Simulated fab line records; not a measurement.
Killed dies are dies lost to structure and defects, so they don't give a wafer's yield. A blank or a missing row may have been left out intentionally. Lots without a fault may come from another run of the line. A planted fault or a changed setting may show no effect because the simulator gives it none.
fab line records    flow sky130
record lots=12  wafers=36  last-day=50
route steps=708 shown FIELD_ISO@1 VT_ADJUST_HVTP@92 PAD_OPEN@708
lots with no fault: from the same line, run without faults
start-h: the number of hours between the record's first day and the start of the first shown wafer of the lot    wait-h: hours elapsed since this lot's preceding step    " the same as in the row above    L1.1+2: a single row standing in for several wafers    - value missing, or start not given    * or withheld: withheld    < > ~ a bound
route shown NAME@n: a module of which the file shows steps, and the number in the route of the first    usual: mean/standard deviation taken from wafers without a fault    same: alike in all rows    chamber/n: place in a boat    sites: per-site readings    _std_site: how widely they spread, as a standard deviation    _edge_site: the outer-site mean with the inner-site mean subtracted    radius-mm: how far each site lies from the wafer's centre    mask NAME#n: copy n    behind: tool/chamber where the wafer was last shaped    hold: why the lot was held/for how many hours/how that ended    device: the transistor (n, p or np) that didn't switch    end of line: at the end of the route, the tests of the same wafers    for a step that has no rows: nothing shown but its recipe    killed: the dies lost at the first sort to structure and to defects; this is not the yield of the wafer    map: dies across one wafer; x = killed, . = not, _ = none there
set.NAME: the setting as run; set.NAME@STEP: as run at that earlier step    model.NAME: the simulator's own value behind a step, which no gauge read
steps of the route over a sample of lots; a table a step, a row a wafer
services: when a tool's chamber went out of use (start-h, in hours from the record's first day, below 0 if earlier), for how many hours, and the reason
## steps
# step SKY_FIELD_ISO_BOW_MEAS_00
# recipe mode=bow
# usual INCOMING_BOW=0/6.3
lot.wafer  tool           chamber  start-h  wait-h  INCOMING_BOW[um]
L739.2     film-metro-03  -        10.02    -       -1
L739.4     "              -        "        "       2
L739.6     "              -        "        "       -14
L741.2     film-metro-04  -        20.02    -       7
L741.3     "              -        "        "       8
L741.4     "              -        "        "       5
L742.2     film-metro-03  -        25.02    -       -2
L742.3     "              -        "        "       -5
L742.5     "              -        "        "       0
L746.2     film-metro-02  -        45.02    -       1
L746.3     "              -        "        "       1
L746.6     "              -        "        "       5
L748.4     film-metro-04  -        55.06    -       -5
L748.5     "              -        "        "       2
L748.6     "              -        "        "       2
L749.3     film-metro-03  -        60.04    -       -3
L749.4     "              -        "        "       8
L749.5     "              -        "        "       -3
L750.1     film-metro-03  -        65.00    -       3
L750.4     "              -        "        "       9
L750.5     "              -        "        "       -5
L755.1     film-metro-03  -        90.00    -       -5
L755.4     "              -        "        "       6
L755.5     "              -        "        "       -3
L756.2     film-metro-03  -        95.02    -       -6
L756.3     "              -        "        "       8
L756.5     "              -        "        "       7
L757.1     film-metro-04  -        100.00   -       9
L757.2     "              -        "        "       -8
L757.4     "              -        "        "       7
L758.3     film-metro-02  -        105.04   -       -6
L758.4     "              -        "        "       -5
L758.6     "              -        "        "       6
L762.1     film-metro-02  -        125.00   -       16
L762.4     "              -        "        "       -7
L762.6     "              -        "        "       1
# step SKY_FIELD_ISO_ETCH_15
# recipe chemistry=CHF3/O2  target-depth-nm=180  stop-on=Si  source-w=600  bias-w=200  pressure-mtorr=40  chf3-flow-sccm=50  O2_flow_sccm=5  time-s=72
# usual O2_flow_sccm=5.000/0.014  bias-w=200.0/0.61  drypump-motor-current-A=5.6/0.44  oes-product-au=0.945/0.007  throttle-valve-pct=8.844/0.0085
lot.wafer  tool         chamber  start-h  wait-h  O2_flow_sccm  bias-w  drypump-motor-current-A  oes-product-au  rf-hours-counter-h  throttle-valve-pct
L739.2     rie-diel-03  1        29.31    0.0     4.986         200.1   4.9                      0.951           114                 8.841
L739.4     "            2        "        "       4.983         200.0   5.3                      0.959           48                  8.846
L739.6     "            3        "        "       4.993         199.8   6.2                      0.944           -                   8.831
L741.2     rie-diel-04  0        39.06    0.0     5.007         199.2   6.0                      0.949           71                  8.849
L741.3     "            2        "        "       4.992         200.3   6.1                      0.938           49                  8.828
L741.4     "            1        "        "       5.010         199.9   5.4                      0.937           138                 8.836
L742.2     rie-diel-04  0        47.59    0.0     4.991         200.7   6.0                      0.938           71                  8.835
L742.3     "            2        "        "       5.013         200.5   6.1                      0.953           49                  8.849
L742.5     "            3        "        "       4.988         199.9   5.4                      0.939           -                   8.852
L746.2     rie-diel-04  3        64.86    0.0     5.017         200.9   5.4                      0.933           13                  8.842
L746.3     "            0        "        "       5.000         200.7   5.9                      0.946           71                  8.862
L746.6     "            3        "        "       5.028         199.9   5.4                      0.940           -                   8.862
L748.4     rie-diel-01  1        77.07    0.0     4.992         198.8   5.1                      0.935           -                   8.835
L748.5     "            3        "        "       4.999         199.3   5.3                      0.940           -                   8.846
L748.6     "            0        "        "       4.987         200.5   5.8                      0.943           -                   8.840
L749.3     rie-diel-04  2        82.82    0.0     5.000         200.2   6.1                      0.936           49                  8.862
L749.4     "            0        "        "       5.021         199.2   5.9                      0.945           71                  8.848
L749.5     "            0        "        "       5.003         199.7   5.9                      0.939           -                   8.853
L750.1     rie-diel-04  0        86.61    0.0     4.982         200.6   6.0                      0.945           71                  8.836
L750.4     "            1        "        "       5.002         199.6   5.4                      0.938           138                 8.844
L750.5     "            1        "        "       5.011         199.6   5.4                      0.947           -                   8.842
L755.1     rie-diel-01  3        111.61   0.0     -             -       -                        -               -                   -
L755.4     "            2        "        "       -             -       -                        -               -                   -
L755.5     "            2        "        "       -             -       -                        -               -                   -
L756.2     rie-diel-01  3        121.96   0.0     -             -       -                        -               -                   -
L756.3     "            2        "        "       -             -       -                        -               -                   -
L756.5     "            2        "        "       -             -       -                        -               -                   -
L757.1     rie-diel-03  2        127.56   0.0     -             -       -                        -               -                   -
L757.2     "            1        "        "       -             -       -                        -               -                   -
L757.4     "            0        "        "       -             -       -                        -               -                   -
L758.3     rie-diel-01  1        129.91   0.0     5.002         199.9   5.0                      0.953           1                   8.862
L758.4     "            2        "        "       5.016         200.6   6.5                      0.953           1                   8.843
L758.6     "            3        "        "       5.004         199.9   5.3                      0.961           -                   8.842
L762.1     rie-diel-01  0        148.94   0.0     5.012         200.2   5.9                      0.956           2                   8.844
L762.4     "            0        "        "       5.041         200.1   5.9                      0.945           -                   8.835
L762.6     "            3        "        "       4.978         200.5   5.3                      0.948           -                   8.829
# step SKY_FIELD_ISO_STRIP_16
# recipe chemistry=O2/N2  power-w=1400  pressure-mtorr=1500  platen-temp-c=withheld  o2-flow-sccm=3000  n2-flow-sccm=300  overash-fraction=0.5
# usual drypump-motor-current-A=5.7/0.42  oes-product-au=0.378/0.0047  strip-time-to-endpoint-s=3.56/0.053
lot.wafer  tool             chamber  start-h  wait-h  drypump-motor-current-A  oes-product-au  rf-hours-counter-h  strip-time-to-endpoint-s
L739.2     plasma-asher-01  1        29.37    0.0     5.3                      0.374           22                  3.54
L739.4     "                0        "        "       6.0                      0.374           -                   3.60
L739.6     "                0        "        "       6.0                      0.375           -                   3.55
L741.2     plasma-asher-02  0        39.12    0.0     5.6                      0.374           40                  3.53
L741.3     "                1        "        "       5.2                      0.373           -                   3.49
L741.4     "                0        "        "       5.6                      0.391           -                   3.66
L742.2     plasma-asher-02  0        47.65    0.0     5.6                      0.375           41                  3.58
L742.3     "                0        "        "       5.6                      0.380           -                   3.51
L742.5     "                0        "        "       5.6                      0.383           -                   3.65
L746.2     plasma-asher-01  0        64.92    0.0     6.0                      0.378           25                  3.67
L746.3     "                0        "        "       6.0                      0.377           -                   3.57
L746.6     "                0        "        "       6.0                      0.381           -                   3.69
L748.4     plasma-asher-02  1        77.13    0.0     5.2                      0.383           -                   3.63
L748.5     "                1        "        "       5.2                      0.372           -                   3.49
L748.6     "                0        "        "       5.6                      0.385           -                   3.58
L749.3     plasma-asher-02  0        82.91    0.1     5.6                      0.375           -                   3.53
L749.4     "                1        "        "       5.2                      0.374           -                   3.53
L749.5     "                0        "        "       5.6                      0.383           -                   3.49
L750.1     plasma-asher-01  0        86.67    0.0     6.0                      0.378           27                  3.51
L750.4     "                0        "        "       6.0                      0.377           -                   3.63
L750.5     "                0        "        "       6.0                      0.380           -                   3.61
L755.1     plasma-asher-01  0        111.67   0.0     6.0                      0.449           30                  5.18
L755.4     "                1        "        "       5.3                      0.446           -                   5.18
L755.5     "                1        "        "       5.3                      0.448           -                   5.17
L756.2     plasma-asher-02  1        122.02   0.0     5.2                      0.447           48                  5.22
L756.3     "                0        "        "       5.6                      0.451           -                   5.23
L756.5     "                0        "        "       5.6                      0.448           -                   5.21
L757.1     plasma-asher-04  1        127.62   0.0     6.5                      0.445           1                   5.16
L757.2     "                0        "        "       6.0                      0.439           1                   5.14
L757.4     "                1        "        "       6.5                      0.441           -                   5.16
L758.3     plasma-asher-01  1        130.00   0.1     5.3                      0.385           -                   3.63
L758.4     "                0        "        "       6.0                      0.380           -                   3.59
L758.6     "                0        "        "       6.0                      0.382           -                   3.56
L762.1     plasma-asher-04  1        148.99   0.0     6.5                      0.379           3                   3.54
L762.4     "                0        "        "       6.0                      0.387           -                   3.54
L762.6     "                0        "        "       6.0                      0.375           -                   3.53
# step SKY_VT_ADJUST_HVTP_CD_MEAS_07
# recipe target-cd-nm=380
# usual cd-nm=379.7/2.5
lot.wafer  tool       chamber  start-h  wait-h  cd-nm
L739.2     cd-sem-02  -        123.90   0.1     377.1
L739.4     "          -        "        "       377.5
L739.6     "          -        "        "       376.5
L741.2     cd-sem-01  -        135.12   0.1     376.7
L741.3     "          -        "        "       375.4
L741.4     "          -        "        "       377.0
L742.2     cd-sem-01  -        149.10   0.1     379.9
L742.3     "          -        "        "       384.0
L742.5     "          -        "        "       380.6
L746.2     cd-sem-02  -        172.82   0.1     380.5
L746.3     "          -        "        "       376.7
L746.6     "          -        "        "       379.4
L748.4     cd-sem-01  -        177.44   0.1     378.5
L748.5     "          -        "        "       379.1
L748.6     "          -        "        "       378.4
L749.3     cd-sem-02  -        187.29   0.1     377.1
L749.4     "          -        "        "       376.8
L749.5     "          -        "        "       376.8
L750.1     cd-sem-02  -        189.75   0.1     378.6
L750.4     "          -        "        "       377.6
L750.5     "          -        "        "       377.4
L758.3     cd-sem-02  -        245.19   0.1     378.6
L758.4     "          -        "        "       377.0
L758.6     "          -        "        "       381.0
L762.1     cd-sem-02  -        269.05   0.1     380.2
L762.4     "          -        "        "       381.7
L762.6     "          -        "        "       383.2
# step SKY_PAD_OPEN_PROBE_99
# usual killed_at_M0_to_M3=43/6.5  killed_at_M4_up=3.3/2  killed-at-contacts=24/5.2  killed-at-front-end=16/4.2  killed-at-other=0.3/0.6  killed-dies=87/9.3  killed-on-rim=18/4.2  killed-open=47/7.8  killed-short=39/6.2
# same gross-dies=492  killed-at-back-side=0
lot.wafer  tool       chamber  start-h  wait-h  hold                    killed_at_M0_to_M3  killed_at_M4_up  killed-at-contacts  killed-at-front-end  killed-at-other  killed-dies  killed-on-rim  killed-open  killed-short
L739.2     prober-01  -        1084.20  0.1     -                       52                  0                21                  16                   1                90           21             52           37
L739.4     prober-01  -        1084.30  0.2     -                       41                  1                21                  9                    0                72           17             37           35
L739.6     prober-01  -        1084.40  0.2     -                       45                  5                19                  20                   1                90           18             44           46
L741.2     prober-01  -        1088.39  0.1     -                       52                  3                23                  15                   0                93           25             54           39
L741.3     prober-01  -        1088.44  0.2     -                       43                  2                38                  12                   0                95           18             64           31
L741.4     prober-01  -        1088.49  0.2     -                       48                  1                30                  14                   0                93           24             52           41
L742.2     prober-01  -        1107.14  0.1     -                       47                  3                23                  16                   0                89           18             49           40
L742.3     prober-01  -        1107.19  0.2     -                       46                  4                22                  15                   0                87           19             50           37
L742.5     prober-01  -        1107.29  0.2     -                       37                  6                18                  16                   0                77           11             41           36
L746.2     prober-02  -        1118.68  0.1     -                       50                  3                34                  10                   0                97           21             59           38
L746.3     prober-02  -        1118.73  0.2     -                       47                  4                23                  6                    0                80           19             38           42
L746.6     prober-02  -        1118.88  0.2     -                       44                  7                24                  11                   0                86           20             44           41
L748.4     prober-02  -        1129.07  0.2     -                       38                  0                19                  18                   0                75           18             35           40
L748.5     prober-02  -        1129.12  0.2     -                       51                  2                18                  10                   0                81           18             41           40
L748.6     prober-02  -        1129.17  0.2     -                       45                  3                26                  10                   0                84           20             43           41
L749.3     prober-01  -        1131.24  0.2     -                       38                  4                20                  15                   0                77           13             32           45
L749.4     prober-01  -        1131.29  0.2     -                       43                  3                26                  19                   0                91           25             52           38
L749.5     prober-01  -        1131.34  0.2     -                       43                  3                29                  17                   1                93           22             63           30
L750.1     prober-02  -        1138.59  0.1     -                       32                  4                19                  18                   1                74           16             40           31
L750.4     prober-02  -        1138.74  0.2     -                       34                  3                24                  13                   0                74           14             40           33
L750.5     prober-02  -        1138.79  0.2     -                       50                  4                17                  23                   2                96           19             42           53
L755.1     prober-01  -        1160.60  0.1     await-dispo/5.7h/scrap  46                  4                25                  417                  0                492          96             46           47
L755.4     prober-01  -        1160.75  0.2     await-dispo/5.7h/scrap  43                  4                25                  420                  0                492          96             49           41
L755.5     prober-01  -        1160.80  0.2     await-dispo/5.7h/scrap  37                  4                29                  422                  0                492          96             52           35
L756.2     prober-02  -        1177.57  0.1     await-dispo/6.6h/scrap  44                  5                15                  427                  1                492          96             37           39
L756.3     prober-02  -        1177.62  0.2     await-dispo/6.6h/scrap  45                  2                26                  419                  0                492          96             48           41
L756.5     prober-02  -        1177.72  0.2     await-dispo/6.6h/scrap  36                  3                21                  432                  0                492          96             49           32
L757.1     prober-01  -        1177.87  0.1     await-dispo/2.3h/scrap  44                  4                28                  416                  0                492          96             42           52
L757.2     prober-01  -        1177.92  0.1     await-dispo/2.3h/scrap  38                  2                20                  432                  0                492          96             35           41
L757.4     prober-01  -        1178.02  0.2     await-dispo/2.3h/scrap  34                  3                20                  435                  0                492          96             31           46
L758.3     prober-02  -        1180.50  0.2     -                       44                  4                18                  15                   0                81           15             33           45
L758.4     prober-02  -        1180.55  0.2     -                       33                  4                23                  18                   0                78           17             43           35
L758.6     prober-02  -        1180.65  0.2     -                       39                  7                26                  10                   1                83           17             42           41
L762.1     prober-02  -        1193.09  0.1     -                       47                  2                27                  25                   0                101          23             46           55
L762.4     prober-02  -        1193.24  0.2     -                       49                  5                27                  19                   0                100          20             47           53
L762.6     prober-02  -        1193.34  0.2     -                       52                  3                17                  11                   0                83           19             49           34
# killed by level:class
L739.2 VIA1:geometric-particle:open=12 METAL1:geometric-particle:short=10 CONTACT:geometric-particle:open=9 VIA3:geometric-particle:open=9 FIELD_ISO:geometric-particle:open=5 LI_CONTACT:geometric-particle:open=5 VIA2:geometric-particle:open=5 FIELD_ISO:geometric-particle:short=4
L739.4 CONTACT:geometric-particle:open=10 VIA1:geometric-particle:open=6 METAL2:geometric-particle:short=5 CONTACT:geometric-particle:short=5 VIA1:geometric-particle:short=5 FIELD_ISO:geometric-particle:open=4 VIA2:geometric-particle:open=4 METAL1:geometric-particle:short=4
L739.6 CONTACT:geometric-particle:open=10 VIA3:geometric-particle:open=9 FIELD_ISO:geometric-particle:short=8 VIA1:geometric-particle:open=7 METAL2:geometric-particle:short=7 VIA3:geometric-particle:short=6 METAL1:geometric-particle:short=4 POLY_GATE:geometric-particle:short=4
L741.2 VIA1:geometric-particle:open=14 METAL2:geometric-particle:short=12 CONTACT:geometric-particle:open=11 VIA3:geometric-particle:open=9 LI_CONTACT:geometric-particle:open=6 LOCAL_INTERCONNECT:geometric-particle:short=6 FIELD_ISO:geometric-particle:open=5 METAL1:geometric-particle:short=4
L741.3 CONTACT:geometric-particle:open=15 LI_CONTACT:geometric-particle:open=12 VIA2:geometric-particle:open=11 VIA1:geometric-particle:open=10 CONTACT:geometric-particle:short=7 FIELD_ISO:geometric-particle:short=5 METAL1:geometric-particle:short=5 METAL2:geometric-particle:short=4
L741.4 CONTACT:geometric-particle:open=13 VIA1:geometric-particle:open=11 FIELD_ISO:geometric-particle:short=7 LI_CONTACT:geometric-particle:open=7 VIA3:geometric-particle:open=7 VIA1:geometric-particle:short=6 METAL2:geometric-particle:short=6 VIA2:geometric-particle:open=5
L742.2 VIA1:geometric-particle:open=17 VIA2:geometric-particle:open=7 LI_CONTACT:geometric-particle:open=7 CONTACT:geometric-particle:short=7 CONTACT:geometric-particle:open=5 POLY_GATE:geometric-particle:short=4 POLY_GATE:geometric-particle:open=4 METAL1:geometric-particle:short=4
L742.3 VIA1:geometric-particle:open=12 VIA1:geometric-particle:short=10 LI_CONTACT:geometric-particle:open=8 CONTACT:geometric-particle:open=8 VIA2:geometric-particle:open=7 FIELD_ISO:geometric-particle:open=6 VIA3:geometric-particle:open=5 METAL2:geometric-particle:short=4
L742.5 VIA1:geometric-particle:open=9 VIA2:geometric-particle:open=7 CONTACT:geometric-particle:open=6 VIA3:geometric-particle:open=6 METAL4:geometric-particle:short=6 CONTACT:geometric-particle:short=5 POLY_GATE:geometric-particle:short=4 POLY_GATE:geometric-particle:open=4
L746.2 CONTACT:geometric-particle:open=13 VIA1:geometric-particle:open=12 VIA3:geometric-particle:open=8 VIA2:geometric-particle:open=7 LOCAL_INTERCONNECT:geometric-particle:short=6 VIA2:geometric-particle:short=6 LI_CONTACT:geometric-particle:open=6 CONTACT:geometric-particle:short=5
L746.3 VIA1:geometric-particle:open=10 CONTACT:geometric-particle:open=8 METAL1:geometric-particle:short=7 VIA2:geometric-particle:open=6 CONTACT:geometric-particle:short=5 LI_CONTACT:geometric-particle:open=5 METAL2:geometric-particle:short=5 VIA3:geometric-particle:open=5
L746.6 CONTACT:geometric-particle:open=11 VIA1:geometric-particle:open=9 VIA2:geometric-particle:open=7 CONTACT:geometric-particle:short=7 METAL2:geometric-particle:short=6 POLY_GATE:geometric-particle:short=5 METAL1:geometric-particle:short=5 METAL4:geometric-particle:short=5
L748.4 VIA1:geometric-particle:open=11 LI_CONTACT:geometric-particle:open=7 FIELD_ISO:geometric-particle:short=6 CONTACT:geometric-particle:short=6 METAL2:geometric-particle:short=6 POLY_GATE:geometric-particle:short=5 FIELD_ISO:geometric-particle:open=4 METAL1:geometric-particle:short=4
L748.5 VIA1:geometric-particle:open=8 METAL2:geometric-particle:short=8 VIA2:geometric-particle:open=8 VIA3:geometric-particle:short=8 CONTACT:geometric-particle:open=7 METAL1:geometric-particle:short=6 LI_CONTACT:geometric-particle:open=5 VIA1:geometric-particle:short=4
L748.6 CONTACT:geometric-particle:open=12 VIA1:geometric-particle:open=9 METAL2:geometric-particle:short=9 METAL1:geometric-particle:short=8 LOCAL_INTERCONNECT:geometric-particle:short=6 VIA3:geometric-particle:open=5 FIELD_ISO:geometric-particle:open=4 LI_CONTACT:geometric-particle:open=4
L749.3 METAL2:geometric-particle:short=7 VIA1:geometric-particle:open=6 VIA1:geometric-particle:short=6 FIELD_ISO:geometric-particle:short=5 CONTACT:geometric-particle:open=5 VIA2:geometric-particle:open=5 VIA3:geometric-particle:open=5 LI_CONTACT:geometric-particle:short=4
L749.4 VIA1:geometric-particle:open=11 CONTACT:geometric-particle:open=10 LOCAL_INTERCONNECT:geometric-particle:short=7 METAL2:geometric-particle:short=7 METAL1:geometric-particle:short=6 VIA3:geometric-particle:open=6 FIELD_ISO:geometric-particle:open=5 VIA1:geometric-particle:short=5
L749.5 CONTACT:geometric-particle:open=13 VIA1:geometric-particle:open=12 VIA2:geometric-particle:open=10 LI_CONTACT:geometric-particle:open=8 VIA3:geometric-particle:open=6 FIELD_ISO:geometric-particle:open=5 CONTACT:geometric-particle:short=5 POLY_GATE:geometric-particle:short=4
L750.1 CONTACT:geometric-particle:open=7 VIA2:geometric-particle:open=6 LI_CONTACT:geometric-particle:open=6 METAL1:geometric-particle:short=5 VIA1:geometric-particle:open=5 FIELD_ISO:geometric-particle:short=4 VIA1:geometric-particle:short=4 LOCAL_INTERCONNECT:geometric-particle:short=4
L750.4 VIA1:geometric-particle:open=12 CONTACT:geometric-particle:open=11 METAL1:geometric-particle:short=8 POLY_GATE:geometric-particle:short=6 LI_CONTACT:geometric-particle:open=4 CONTACT:geometric-particle:short=4 VIA3:geometric-particle:open=4 LOCAL_INTERCONNECT:geometric-particle:short=3
L750.5 METAL1:geometric-particle:short=12 VIA2:geometric-particle:open=9 VIA1:geometric-particle:open=8 METAL2:geometric-particle:short=8 CONTACT:geometric-particle:open=6 VIA3:geometric-particle:open=5 POLY_GATE:geometric-particle:short=5 LOCAL_INTERCONNECT:geometric-particle:short=5
L755.1 FIELD_ISO:area-etch=399 VIA3:geometric-particle:open=11 METAL1:geometric-particle:short=9 VIA1:geometric-particle:open=9 POLY_GATE:geometric-particle:short=7 LI_CONTACT:geometric-particle:open=7 LOCAL_INTERCONNECT:geometric-particle:short=6 CONTACT:geometric-particle:short=6
L755.4 FIELD_ISO:area-etch=402 VIA2:geometric-particle:open=10 VIA1:geometric-particle:open=10 FIELD_ISO:geometric-particle:short=8 CONTACT:geometric-particle:open=8 VIA3:geometric-particle:open=7 CONTACT:geometric-particle:short=6 METAL1:geometric-particle:short=5
L755.5 FIELD_ISO:area-etch=405 CONTACT:geometric-particle:open=13 LI_CONTACT:geometric-particle:open=10 VIA1:geometric-particle:open=9 METAL2:geometric-particle:short=7 FIELD_ISO:geometric-particle:open=6 METAL1:geometric-particle:short=5 VIA3:geometric-particle:open=5
L756.2 FIELD_ISO:area-etch=414 VIA1:geometric-particle:open=16 METAL1:geometric-particle:short=8 CONTACT:geometric-particle:open=6 CONTACT:geometric-particle:short=5 VIA3:geometric-particle:open=5 POLY_GATE:geometric-particle:short=4 METAL4:geometric-particle:short=4
L756.3 FIELD_ISO:area-etch=402 CONTACT:geometric-particle:open=12 METAL2:geometric-particle:short=8 FIELD_ISO:geometric-particle:open=7 LI_CONTACT:geometric-particle:open=7 METAL1:geometric-particle:short=7 VIA1:geometric-particle:short=5 VIA1:geometric-particle:open=5
L756.5 FIELD_ISO:area-etch=411 CONTACT:geometric-particle:open=10 VIA3:geometric-particle:open=8 VIA1:geometric-particle:open=7 FIELD_ISO:geometric-particle:open=6 POLY_GATE:geometric-particle:open=6 LI_CONTACT:geometric-particle:open=6 METAL2:geometric-particle:short=6
L757.1 FIELD_ISO:area-etch=398 CONTACT:geometric-particle:open=11 VIA1:geometric-particle:open=11 VIA1:geometric-particle:short=7 METAL1:geometric-particle:short=6 LI_CONTACT:geometric-particle:open=5 METAL2:geometric-particle:short=5 LI_CONTACT:geometric-particle:short=4
L757.2 FIELD_ISO:area-etch=416 VIA1:geometric-particle:open=11 VIA1:geometric-particle:short=7 CONTACT:geometric-particle:open=6 POLY_GATE:geometric-particle:short=5 CONTACT:geometric-particle:short=5 FIELD_ISO:geometric-particle:short=4 LI_CONTACT:geometric-particle:open=4
L757.4 FIELD_ISO:area-etch=415 VIA1:geometric-particle:short=9 CONTACT:geometric-particle:open=6 FIELD_ISO:geometric-particle:short=5 POLY_GATE:geometric-particle:short=5 LI_CONTACT:geometric-particle:open=4 LOCAL_INTERCONNECT:geometric-particle:short=4 METAL1:geometric-particle:short=4
L758.3 LI_CONTACT:geometric-particle:open=7 METAL1:geometric-particle:short=7 VIA1:geometric-particle:open=7 METAL2:geometric-particle:short=6 POLY_GATE:geometric-particle:short=5 CONTACT:geometric-particle:open=5 VIA1:geometric-particle:short=5 VIA3:geometric-particle:short=5
L758.4 CONTACT:geometric-particle:open=7 VIA2:geometric-particle:open=7 FIELD_ISO:geometric-particle:open=6 VIA1:geometric-particle:open=6 VIA3:geometric-particle:open=6 LOCAL_INTERCONNECT:geometric-particle:short=5 FIELD_ISO:geometric-particle:short=4 LI_CONTACT:geometric-particle:short=4
L758.6 VIA1:geometric-particle:open=12 CONTACT:geometric-particle:open=11 LOCAL_INTERCONNECT:geometric-particle:short=6 METAL2:geometric-particle:short=6 METAL4:geometric-particle:short=6 LI_CONTACT:geometric-particle:open=5 METAL1:geometric-particle:short=5 VIA1:geometric-particle:short=4
L762.1 FIELD_ISO:geometric-particle:short=10 METAL1:geometric-particle:short=9 VIA3:geometric-particle:open=8 LOCAL_INTERCONNECT:geometric-particle:short=7 VIA1:geometric-particle:open=7 FIELD_ISO:geometric-particle:open=6 VIA2:geometric-particle:open=6 CONTACT:geometric-particle:open=6
L762.4 VIA1:geometric-particle:open=12 METAL1:geometric-particle:short=8 CONTACT:geometric-particle:open=7 METAL2:geometric-particle:short=7 LI_CONTACT:geometric-particle:open=6 FIELD_ISO:geometric-particle:short=5 LOCAL_INTERCONNECT:geometric-particle:short=5 CONTACT:geometric-particle:short=5
L762.6 VIA1:geometric-particle:open=13 VIA3:geometric-particle:open=9 VIA2:geometric-particle:open=8 CONTACT:geometric-particle:open=7 VIA1:geometric-particle:short=7 METAL2:geometric-particle:short=6 METAL1:geometric-particle:short=6 CONTACT:geometric-particle:short=4
## services
tool             chamber  start-h  hours  kind
plasma-asher-01  -        14.50    2.6    repair
rie-diel-03      0        14.93    9.6    repair
plasma-asher-02  -        23.39    2.8    pm
plasma-asher-04  -        25.95    2.8    pm
rie-diel-01      0        30.40    -      clean
rie-diel-01      0        30.40    20.0   scheduled-down
rie-diel-01      0        30.40    20.0   vent-cycle
rie-diel-01      1        50.40    -      clean
rie-diel-01      1        50.40    21.7   scheduled-down
rie-diel-01      1        50.40    21.7   vent-cycle
rie-diel-04      -        63.77    0.6    repair
plasma-asher-04  -        68.97    10.0   repair
rie-diel-01      2        72.13    -      clean
rie-diel-01      2        72.13    14.8   scheduled-down
rie-diel-01      2        72.13    14.8   vent-cycle
rie-diel-03      3        73.71    3.1    repair
rie-diel-01      2        96.37    9.3    repair
rie-diel-03      0        101.60   3.5    repair
plasma-asher-04  -        108.75   9.0    pm
plasma-asher-04  0        108.75   9.0    vent-cycle
plasma-asher-04  1        108.75   9.0    vent-cycle
rie-diel-01      -        119.06   2.8    pm
rie-diel-04      3        136.92   5.3    repair
rie-diel-01      2        143.77   10.0   repair
## key
first-sign step=SKY_FIELD_ISO_ETCH_15  reading=tool-record  direction=missing
effect step=SKY_FIELD_ISO_STRIP_16  reading=strip-time-to-endpoint-s  direction=up  sigmas=30  usual=*  struck=*
effect step=SKY_PAD_OPEN_PROBE_99  reading=killed-at-front-end  direction=up  sigmas=97  usual=16  struck=424
more-kills-born-at SKY_FIELD_ISO_ETCH_15@rie-diel-01=2433  SKY_FIELD_ISO_ETCH_15@rie-diel-03=1229
met-at SKY_FIELD_ISO_ETCH_15
struck-lots L755,L756,L757
later-rows-left-out L755.1,L755.4,L755.5,L756.2,L756.3,L756.5,L757.1,L757.2,L757.4
tester-left-out L755,L756,L757
not-acting-at SKY_FIELD_ISO_BOW_MEAS_00,SKY_VT_ADJUST_HVTP_CD_MEAS_07
onset-between 77.07 111.61
fault kind=skipped-step-whole  tool=rie-diel-01,rie-diel-03  chamber=-  onset-h=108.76  steps=SKY_FIELD_ISO_ETCH_15  scope=struck-lots-only
# tester-left-out: of these lots the tester's yield and bins aren't shown, on N5 and GAA mostly nor the transistor test; their killed dies are dies lost to structure and defects alone, not to doping, threshold or leakage, so they don't give the yield
# later-rows-left-out: the simulator's readings of these wafers behind a module that went badly wrong aren't trusted and aren't shown, but for the sort
